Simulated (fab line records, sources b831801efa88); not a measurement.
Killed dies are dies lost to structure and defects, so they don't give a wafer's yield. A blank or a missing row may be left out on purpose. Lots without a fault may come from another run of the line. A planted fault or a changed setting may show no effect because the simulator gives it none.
One fault seen from 2 desks | flow gf180mcu | each desk has only its own numbers; what lay behind them comes last

THE METROLOGY DESK
What the gauges read, lot by lot, whatever tool the lot ran on: means of the sampled wafers that have a number. A lot is out of limits, marked OUT, if its mean lies more than 4 standard deviations from the usual mean; the brackets give that distance.
Columns: A = HV_LDD_TW at GF_HV_LDD_TW_MEAS_11, usual 2406; B = HV_LDD_RS at GF_HV_LDD_RS_MEAS_53, usual 417.5 ohm/sq; C = cd_nm at GF_SAB_CD_MEAS_09, usual 420.2 nm; D = V1_OVL at GF_V1_OVL_MEAS_15, usual 1 nm
lot  | first seen here | A               | B               | C     | D
L154 | day 10 01:32    | 2401            | 418.3           | 420.3 | 6
L156 | day 10 17:55    | 2387            | 417.7           | 424.0 | 3
L157 | day 10 21:55    | 2390            | 418.1           | 414.8 | -1
L158 | day 11 06:53    | 2413            | 417.9           | 421.8 | 4
L159 | day 11 16:43    | 2316 (-6.9) OUT | 446.9 (+31) OUT | 423.7 | 6
L160 | day 11 22:31    | 2301 (-8.1) OUT | 445.5 (+29) OUT | 420.7 | -0
L169 | day 14 13:01    | 2422            | 417.0           | 421.3 | -3
L170 | day 15 00:09    | 2400            | 419.1           | 423.3 | -2
L171 | day 15 06:16    | 2413            | 416.1           | 416.4 | -1
L173 | day 15 19:02    | 2411            | 417.2           | 419.7 | 5
L175 | day 16 11:50    | 2417            | 417.8           | 421.8 | -4
L176 | day 16 22:49    | 2403            | 416.2           | 421.3 | 5
L177 | day 17 01:13    | 2399            | 417.6           | 418.0 | 1
This desk's finding: out of limits on L159, L160; first on L159, day 11 16:43 (HV_LDD_TW at GF_HV_LDD_TW_MEAS_11). In limits: L154, L156, L157, L158, L169, L170, L171, L173, L175, L176, L177.

THE TOOL OWNER'S DESK: implanter-01
The tool's own readings at GF_HV_LDD_IMPLANT_09: means of the sampled wafers that have a number, for each lot that ran on this tool. A lot is out of limits, marked OUT, if its mean lies more than 4 standard deviations from the usual mean; the brackets give that distance.
Columns: A = dose_ions_cm2 at GF_HV_LDD_IMPLANT_09, usual 1.0002e+14; B = faraday_current_uA at GF_HV_LDD_IMPLANT_09, usual 565
lot  | first seen here | A                            | B
L157 | day 10 21:41    | 1.0008e+14                   | 557
L158 | day 11 06:40    | 1.0011e+14                   | 566
L159 | day 11 16:29    | 8.6023e+13 (-99 or more) OUT | 491 (-6.1) OUT
L160 | day 11 22:17    | 8.5743e+13 (-99 or more) OUT | 487 (-6.5) OUT
This desk's finding: out of limits on L159, L160; first on L159, day 11 16:29 (dose_ions_cm2 at GF_HV_LDD_IMPLANT_09). In limits: L157, L158.

PUT TOGETHER
The tool owner's desk could have raised an alarm at day 11 16:29, on L159, L160.
The metrology desk could have raised an alarm at day 11 16:43, on L159, L160.
Of the lots named, all ran GF_HV_LDD_IMPLANT_09 on implanter-01.

WHAT THE SIMULATOR HAD PUT IN
Process parameter drift: implanter-01, from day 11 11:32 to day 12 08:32, at GF_HV_LDD_IMPLANT_09. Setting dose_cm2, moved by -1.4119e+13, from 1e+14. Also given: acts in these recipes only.
Lots struck among those shown: L159, L160.
Hours from the fault's start to each desk's first reading out of limits: the tool owner's desk, 5; the metrology desk, 5.
